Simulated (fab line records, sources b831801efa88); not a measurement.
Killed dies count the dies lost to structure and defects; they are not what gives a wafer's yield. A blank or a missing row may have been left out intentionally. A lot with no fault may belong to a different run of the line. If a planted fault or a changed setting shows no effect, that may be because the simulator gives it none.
Which of the tools did it?    flow sfq_line    route of 325 steps, sampled at 1 step: 14 lots, 42 wafers

## WHAT EACH GAUGE READ, for each wafer
No reading from a measuring or inspecting step in the record can be judged against a usual standard deviation.

## TOOL THAT RAN EACH LOT (tool first, then ch and the chambers of the sampled wafers, then the start)
lot   SFQ_TRILAYER_I3_CMP_CMP_082
L969  cmp-01 ch 0,2, day 37 19:23
L970  cmp-02 ch 0,3, day 39 16:35
L971  cmp-02 ch 0,1, day 39 19:05
L973  cmp-02 ch 0,2,3, day 40 02:35
L974  cmp-02 ch 0,1,3, day 40 04:35
L976  cmp-02 ch 1,2,3, day 40 19:05
L977  cmp-02 ch 0,1,2, day 40 22:35
L981  cmp-02 ch 0,1,3, day 47 09:50
L984  cmp-02 ch 0,2, day 47 18:20
L988  cmp-01 ch 0,1,3, day 54 16:33
L989  cmp-02 ch 1,2,3, day 54 19:48
L990  cmp-01 ch 1,2,3, day 54 22:33
L991  cmp-02 ch 0,1, day 55 13:16
L992  cmp-02 ch 0,1,2, day 56 00:46
- SFQ_TRILAYER_I3_CMP_CMP_082: polishes SiO2.

## WHAT THE TOOLS THEMSELVES READ (means of the sampled wafers that have a number; where no wafer has one, the mark that the record gives instead)
SFQ_TRILAYER_I3_CMP_CMP_082. Usual: motor_current_A 10.1 A, standard deviation 1.1; platen_rpm 60.00 rpm, standard deviation 0.037; time_to_endpoint_s 216 s, standard deviation 7.1.
lot   tool    motor_current_A (A)  platen_rpm (rpm)  time_to_endpoint_s (s)  flag
L969  cmp-01  10.0                 60.02             214                     
L970  cmp-02  9.0                  59.98             205                     
L971  cmp-02  9.5                  59.97             220                     
L973  cmp-02  9.8                  59.97             219                     
L974  cmp-02  9.6                  60.00             223                     
L976  cmp-02  9.6                  62.00             211                     OFF
L977  cmp-02  9.9                  61.97             221                     OFF
L981  cmp-02  9.3                  60.02             208                     
L984  cmp-02  10.1                 60.01             219                     
L988  cmp-01  10.8                 60.01             218                     
L989  cmp-02  9.5                  60.02             213                     
L990  cmp-01  12.0                 60.00             216                     
L991  cmp-02  9.8                  59.99             220                     
L992  cmp-02  9.9                  60.02             216                     

## THE ANSWER, worked out from the rows above alone
Rule: a lot counts as off when the mean over its wafers that have a number is more than 3 standard deviations away from the usual mean. Also off: a lot with no number at a reading for which 4 or more lots have one. All remaining lots with rows at the step are treated as sound. The gauges are gone through in route order, then the tools' own readings, and for those a lot's mean is taken as printed above. At the first step where some lot is off, the reading lying furthest off is the one used; lots without a number count as furthest.
Off, at SFQ_TRILAYER_I3_CMP_CMP_082 on platen_rpm: L976, L977.
If a tool, at that step or one of the process steps before it, ran each lot that is off and ran no sound lot following the first of them, it fits. None of those tried fits.

## WHAT THE SIMULATOR PUT IN
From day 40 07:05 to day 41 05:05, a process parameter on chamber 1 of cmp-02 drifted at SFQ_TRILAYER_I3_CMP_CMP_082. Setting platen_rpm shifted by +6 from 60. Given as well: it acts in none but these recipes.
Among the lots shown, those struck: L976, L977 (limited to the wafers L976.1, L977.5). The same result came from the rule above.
